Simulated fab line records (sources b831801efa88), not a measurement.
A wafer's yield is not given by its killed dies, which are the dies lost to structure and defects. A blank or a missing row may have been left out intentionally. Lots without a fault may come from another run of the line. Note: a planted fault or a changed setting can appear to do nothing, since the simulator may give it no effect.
Which tool is to blame? || flow sky130 || Sampling: 12 lots, 36 wafers, 5 of 708 route steps

## WHAT EACH GAUGE READ, for each wafer
SKY_METAL1_THK_MEAS_06: measures by xrf.
{"lot": "L461", "measured": "day 31 15:30", "on": "filmMetro-03", "METAL1_ALCU_THK (nm)": "249.4 252.6 254.1"}
{"lot": "L462", "measured": "day 31 22:05", "on": "filmMetro-03", "METAL1_ALCU_THK (nm)": "252.7 254.7 251.5"}
{"lot": "L463", "measured": "day 32 02:29", "on": "filmMetro-03", "METAL1_ALCU_THK (nm)": "249.9 246.8 246.2"}
{"lot": "L464", "measured": "day 32 12:05", "on": "filmMetro-04", "METAL1_ALCU_THK (nm)": "250.5 248.3 246.3"}
{"lot": "L466", "measured": "day 33 05:50", "on": "filmMetro-03", "METAL1_ALCU_THK (nm)": "255.5 251.8 253.1"}
{"lot": "L468", "measured": "day 33 23:59", "on": "filmMetro-04", "METAL1_ALCU_THK (nm)": "253.4 252.9 256.2"}
{"lot": "L469", "measured": "day 34 06:33", "on": "filmMetro-03", "METAL1_ALCU_THK (nm)": "250.2 254.8 251.0"}
{"lot": "L473", "measured": "day 35 17:35", "on": "filmMetro-04", "METAL1_ALCU_THK (nm)": "251.8 251.1 251.6"}
{"lot": "L480", "measured": "day 37 21:22", "on": "filmMetro-02", "METAL1_ALCU_THK (nm)": "254.1 251.5 252.3"}
{"lot": "L481", "measured": "day 37 21:58", "on": "filmMetro-02", "METAL1_ALCU_THK (nm)": "250.7 253.3 251.9"}
{"lot": "L482", "measured": "day 38 08:44", "on": "filmMetro-03", "METAL1_ALCU_THK (nm)": "254.7 258.6 257.7"}
{"lot": "L483", "measured": "day 38 14:35", "on": "filmMetro-03", "METAL1_ALCU_THK (nm)": "251.4 251.6 251.4"}

SKY_METAL1_CD_MEAS_15 targets a cd of 140 nm.
{"lot": "L461", "measured": "day 32 18:05", "on": "cdSem-02", "cdNm (nm)": "138.3 140.5 141.2"}
{"lot": "L462", "measured": "day 33 01:37", "on": "cdSem-02", "cdNm (nm)": "139.5 137.4 139.8"}
{"lot": "L463", "measured": "day 33 05:25", "on": "cdSem-01", "cdNm (nm)": "139.1 139.1 140.6"}
{"lot": "L464", "measured": "day 33 14:59", "on": "cdSem-02", "cdNm (nm)": "137.4 136.9 134.7"}
{"lot": "L466", "measured": "day 34 08:53", "on": "cdSem-01", "cdNm (nm)": "139.9 141.6 140.5"}
{"lot": "L468", "measured": "day 35 02:50", "on": "cdSem-02", "cdNm (nm)": "142.2 141.3 141.5"}
{"lot": "L469", "measured": "day 35 08:58", "on": "cdSem-01", "cdNm (nm)": "141.6 139.9 140.4"}
{"lot": "L473", "measured": "day 36 19:53", "on": "cdSem-02", "cdNm (nm)": "140.3 138.3 138.9"}
{"lot": "L480", "measured": "day 38 22:07", "on": "cdSem-01", "cdNm (nm)": "139.5 140.6 139.5"}
{"lot": "L481", "measured": "day 38 23:02", "on": "cdSem-02", "cdNm (nm)": "143.0 143.1 143.0"}
{"lot": "L482", "measured": "day 39 09:26", "on": "cdSem-01", "cdNm (nm)": "136.6 138.2 138.2"}
{"lot": "L483", "measured": "day 39 14:29", "on": "cdSem-02", "cdNm (nm)": "140.6 140.8 142.1"}

## WHAT TOOL EACH LOT RAN ON (gives the tool, then ch and the chambers of the sampled wafers, and finally the start)
{"lot": "L461", "SKY_FIELD_ISO_ETCH_15": "rieDiel-01 ch 1,2, day 2 05:00", "SKY_FIELD_ISO_STRIP_16": "plasmaAsher-03 ch 0,1, day 2 05:05", "SKY_METAL1_SPUTTER_03": "pvdSputter-03, day 31 15:17"}
{"lot": "L462", "SKY_FIELD_ISO_ETCH_15": "rieDiel-01 ch 0,2,3, day 2 11:19", "SKY_FIELD_ISO_STRIP_16": "plasmaAsher-03 ch 0,1, day 2 11:22", "SKY_METAL1_SPUTTER_03": "pvdSputter-04, day 31 21:53"}
{"lot": "L463", "SKY_FIELD_ISO_ETCH_15": "rieDiel-04 ch 1,2, day 2 14:46", "SKY_FIELD_ISO_STRIP_16": "plasmaAsher-03 ch 0,1, day 2 14:49", "SKY_METAL1_SPUTTER_03": "pvdSputter-01, day 32 02:18"}
{"lot": "L464", "SKY_FIELD_ISO_ETCH_15": "rieDiel-03 ch 0,1, day 2 22:11", "SKY_FIELD_ISO_STRIP_16": "plasmaAsher-02 ch 0,1, day 2 22:14", "SKY_METAL1_SPUTTER_03": "pvdSputter-03, day 32 11:53"}
{"lot": "L466", "SKY_FIELD_ISO_ETCH_15": "rieDiel-04 ch 1,2,3, day 3 07:18", "SKY_FIELD_ISO_STRIP_16": "plasmaAsher-01 ch 0, day 3 07:22", "SKY_METAL1_SPUTTER_03": "pvdSputter-01, day 33 05:39"}
{"lot": "L468", "SKY_FIELD_ISO_ETCH_15": "rieDiel-01 ch 1,3, day 3 17:35", "SKY_FIELD_ISO_STRIP_16": "plasmaAsher-01 ch 0,1, day 3 17:38", "SKY_METAL1_SPUTTER_03": "pvdSputter-04, day 33 23:48"}
{"lot": "L469", "SKY_FIELD_ISO_ETCH_15": "rieDiel-01 ch 1,3, day 3 22:10", "SKY_FIELD_ISO_STRIP_16": "plasmaAsher-03 ch 0, day 3 22:13", "SKY_METAL1_SPUTTER_03": "pvdSputter-03, day 34 06:21"}
{"lot": "L473", "SKY_FIELD_ISO_ETCH_15": "rieDiel-01 ch 0,1,2, day 4 18:13", "SKY_FIELD_ISO_STRIP_16": "plasmaAsher-02 ch 0,1, day 4 18:16", "SKY_METAL1_SPUTTER_03": "pvdSputter-04, day 35 17:24"}
{"lot": "L480", "SKY_FIELD_ISO_ETCH_15": "rieDiel-04 ch 1,2,3, day 6 09:01", "SKY_FIELD_ISO_STRIP_16": "plasmaAsher-03 ch 0,1, day 6 09:04", "SKY_METAL1_SPUTTER_03": "pvdSputter-01, day 37 21:10"}
{"lot": "L481", "SKY_FIELD_ISO_ETCH_15": "rieDiel-04 ch 0,2, day 6 13:10", "SKY_FIELD_ISO_STRIP_16": "plasmaAsher-01 ch 0,1, day 6 13:13", "SKY_METAL1_SPUTTER_03": "pvdSputter-01, day 37 21:46"}
{"lot": "L482", "SKY_FIELD_ISO_ETCH_15": "rieDiel-03 ch 0,2,3, day 6 17:41", "SKY_FIELD_ISO_STRIP_16": "plasmaAsher-02 ch 1, day 6 17:44", "SKY_METAL1_SPUTTER_03": "pvdSputter-01, day 38 08:34"}
{"lot": "L483", "SKY_FIELD_ISO_ETCH_15": "rieDiel-04 ch 0,1,3, day 7 01:34", "SKY_FIELD_ISO_STRIP_16": "plasmaAsher-01 ch 0,1, day 7 01:39", "SKY_METAL1_SPUTTER_03": "pvdSputter-04, day 38 14:23"}
- SKY_FIELD_ISO_ETCH_15: etches the open film in CHF3/O2, stops on Si, target depth 180 nm, time 72 s.
- SKY_FIELD_ISO_STRIP_16: strips in O2/N2.
- SKY_METAL1_SPUTTER_03: material Ti, target thk 5 nm, time 3.3 s.

## WHAT THE TOOLS THEMSELVES READ (means of the sampled wafers that have a number; where no wafer has one, the mark that the record gives instead)
SKY_FIELD_ISO_ETCH_15.
{"lot": "L461", "tool": "rieDiel-01", "drypumpMotorCurrentA (A)": 6.7, "oesProductAu (a.u.)": 0.887, "throttleValvePct (%)": 8.832}
{"lot": "L462", "tool": "rieDiel-01", "drypumpMotorCurrentA (A)": 5.8, "oesProductAu (a.u.)": 0.887, "throttleValvePct (%)": 8.823}
{"lot": "L463", "tool": "rieDiel-04", "drypumpMotorCurrentA (A)": 6.3, "oesProductAu (a.u.)": 0.890, "throttleValvePct (%)": 8.818}
{"lot": "L464", "tool": "rieDiel-03", "drypumpMotorCurrentA (A)": 6.0, "oesProductAu (a.u.)": 0.895, "throttleValvePct (%)": 8.834}
{"lot": "L466", "tool": "rieDiel-04", "drypumpMotorCurrentA (A)": 6.0, "oesProductAu (a.u.)": 0.887, "throttleValvePct (%)": 8.820}
{"lot": "L468", "tool": "rieDiel-01", "drypumpMotorCurrentA (A)": 6.1, "oesProductAu (a.u.)": 0.888, "throttleValvePct (%)": 8.813}
{"lot": "L469", "tool": "rieDiel-01", "drypumpMotorCurrentA (A)": 6.1, "oesProductAu (a.u.)": 0.888, "throttleValvePct (%)": 8.834}
{"lot": "L473", "tool": "rieDiel-01", "drypumpMotorCurrentA (A)": 6.2, "oesProductAu (a.u.)": 0.887, "throttleValvePct (%)": 8.835}
{"lot": "L480", "tool": "rieDiel-04", "drypumpMotorCurrentA (A)": 6.0, "oesProductAu (a.u.)": 0.890, "throttleValvePct (%)": 8.821}
{"lot": "L481", "tool": "rieDiel-04", "drypumpMotorCurrentA (A)": 6.0, "oesProductAu (a.u.)": 0.874, "throttleValvePct (%)": 8.823}
{"lot": "L482", "tool": "rieDiel-03", "drypumpMotorCurrentA (A)": 5.8, "oesProductAu (a.u.)": 0.897, "throttleValvePct (%)": 8.830}
{"lot": "L483", "tool": "rieDiel-04", "drypumpMotorCurrentA (A)": 5.9, "oesProductAu (a.u.)": 0.881, "throttleValvePct (%)": 8.824}

SKY_FIELD_ISO_STRIP_16.
{"lot": "L461", "tool": "plasmaAsher-03", "drypumpMotorCurrentA (A)": 6.2, "o2FlowSccm (sccm)": 3000, "oesProductAu (a.u.)": 0.375, "stripTimeToEndpointS (s)": 3.508}
{"lot": "L462", "tool": "plasmaAsher-03", "drypumpMotorCurrentA (A)": 6.4, "o2FlowSccm (sccm)": 3001, "oesProductAu (a.u.)": 0.384, "stripTimeToEndpointS (s)": 3.517}
{"lot": "L463", "tool": "plasmaAsher-03", "drypumpMotorCurrentA (A)": 6.2, "o2FlowSccm (sccm)": 2992, "oesProductAu (a.u.)": 0.383, "stripTimeToEndpointS (s)": 3.512}
{"lot": "L464", "tool": "plasmaAsher-02", "drypumpMotorCurrentA (A)": 5.6, "o2FlowSccm (sccm)": 2986, "oesProductAu (a.u.)": 0.377, "stripTimeToEndpointS (s)": 3.529}
{"lot": "L466", "tool": "plasmaAsher-01", "drypumpMotorCurrentA (A)": 5.8, "o2FlowSccm (sccm)": 2995, "oesProductAu (a.u.)": 0.375, "stripTimeToEndpointS (s)": 3.531}
{"lot": "L468", "tool": "plasmaAsher-01", "drypumpMotorCurrentA (A)": 5.8, "o2FlowSccm (sccm)": 3002, "oesProductAu (a.u.)": 0.375, "stripTimeToEndpointS (s)": 3.530}
{"lot": "L469", "tool": "plasmaAsher-03", "drypumpMotorCurrentA (A)": 6.1, "o2FlowSccm (sccm)": 3001, "oesProductAu (a.u.)": 0.385, "stripTimeToEndpointS (s)": 3.544}
{"lot": "L473", "tool": "plasmaAsher-02", "drypumpMotorCurrentA (A)": 5.5, "o2FlowSccm (sccm)": 2998, "oesProductAu (a.u.)": 0.378, "stripTimeToEndpointS (s)": 3.607}
{"lot": "L480", "tool": "plasmaAsher-03", "drypumpMotorCurrentA (A)": 6.2, "o2FlowSccm (sccm)": 2993, "oesProductAu (a.u.)": 0.383, "stripTimeToEndpointS (s)": 3.523}
{"lot": "L481", "tool": "plasmaAsher-01", "drypumpMotorCurrentA (A)": 5.9, "o2FlowSccm (sccm)": 3012, "oesProductAu (a.u.)": 0.375, "stripTimeToEndpointS (s)": 3.521}
{"lot": "L482", "tool": "plasmaAsher-02", "drypumpMotorCurrentA (A)": 5.6, "o2FlowSccm (sccm)": 2992, "oesProductAu (a.u.)": 0.374, "stripTimeToEndpointS (s)": 3.508}
{"lot": "L483", "tool": "plasmaAsher-01", "drypumpMotorCurrentA (A)": 5.9, "o2FlowSccm (sccm)": 2985, "oesProductAu (a.u.)": 0.372, "stripTimeToEndpointS (s)": 3.521}

SKY_METAL1_SPUTTER_03.
{"lot": "L461", "tool": "pvdSputter-03", "throttleValvePct (%)": 30.1}
{"lot": "L462", "tool": "pvdSputter-04", "throttleValvePct (%)": 30.0}
{"lot": "L463", "tool": "pvdSputter-01", "throttleValvePct (%)": 29.8}
{"lot": "L464", "tool": "pvdSputter-03", "throttleValvePct (%)": 30.7}
{"lot": "L466", "tool": "pvdSputter-01", "throttleValvePct (%)": 30.8}
{"lot": "L468", "tool": "pvdSputter-04", "throttleValvePct (%)": 30.0}
{"lot": "L469", "tool": "pvdSputter-03", "throttleValvePct (%)": 30.0}
{"lot": "L473", "tool": "pvdSputter-04", "throttleValvePct (%)": 30.3}
{"lot": "L480", "tool": "pvdSputter-01", "throttleValvePct (%)": 29.6}
{"lot": "L481", "tool": "pvdSputter-01", "throttleValvePct (%)": 30.4}
{"lot": "L482", "tool": "pvdSputter-01", "throttleValvePct (%)": 31.5}
{"lot": "L483", "tool": "pvdSputter-04", "throttleValvePct (%)": 30.4}

## THE ANSWER, worked out from the rows above alone
Rule: what is usual is taken from the lots themselves. Put in order of their means at a reading, lots are off if they are a third of the lots or fewer, leave a main group of 4 or more, and stand apart from it by a gap of 3 or more times the standard deviation of the main group's means; of several such gaps the widest counts. Not used: any main group whose means are identical at the precision the tables above print for the reading. Also off: a lot with no number at a reading for which 4 or more lots have one. All remaining lots with rows at the step are treated as sound. Order of review: gauges by route order, followed by the tools' own readings, for which a lot's mean as printed above is used. At the first step where some lot is off, the reading lying furthest off is the one used; lots without a number count as furthest.
Off, at SKY_FIELD_ISO_STRIP_16 on stripTimeToEndpointS: L473. Mean 3.522 s and standard deviation 0.01 in the main group.
If a tool, at that step or one of the process steps before it, ran each lot that is off and ran no sound lot following the first of them, it fits. One fits: SKY_FIELD_ISO_ETCH_15 on rieDiel-01. Its last sound lot is L469 (day 3 22:10), its first lot that is off L473 (day 4 18:13): a fault that began between those two fits.

## WHAT WAS PUT IN BY THE SIMULATOR
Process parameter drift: rieDiel-01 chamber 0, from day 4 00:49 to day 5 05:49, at SKY_FIELD_ISO_ETCH_15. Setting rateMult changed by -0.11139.
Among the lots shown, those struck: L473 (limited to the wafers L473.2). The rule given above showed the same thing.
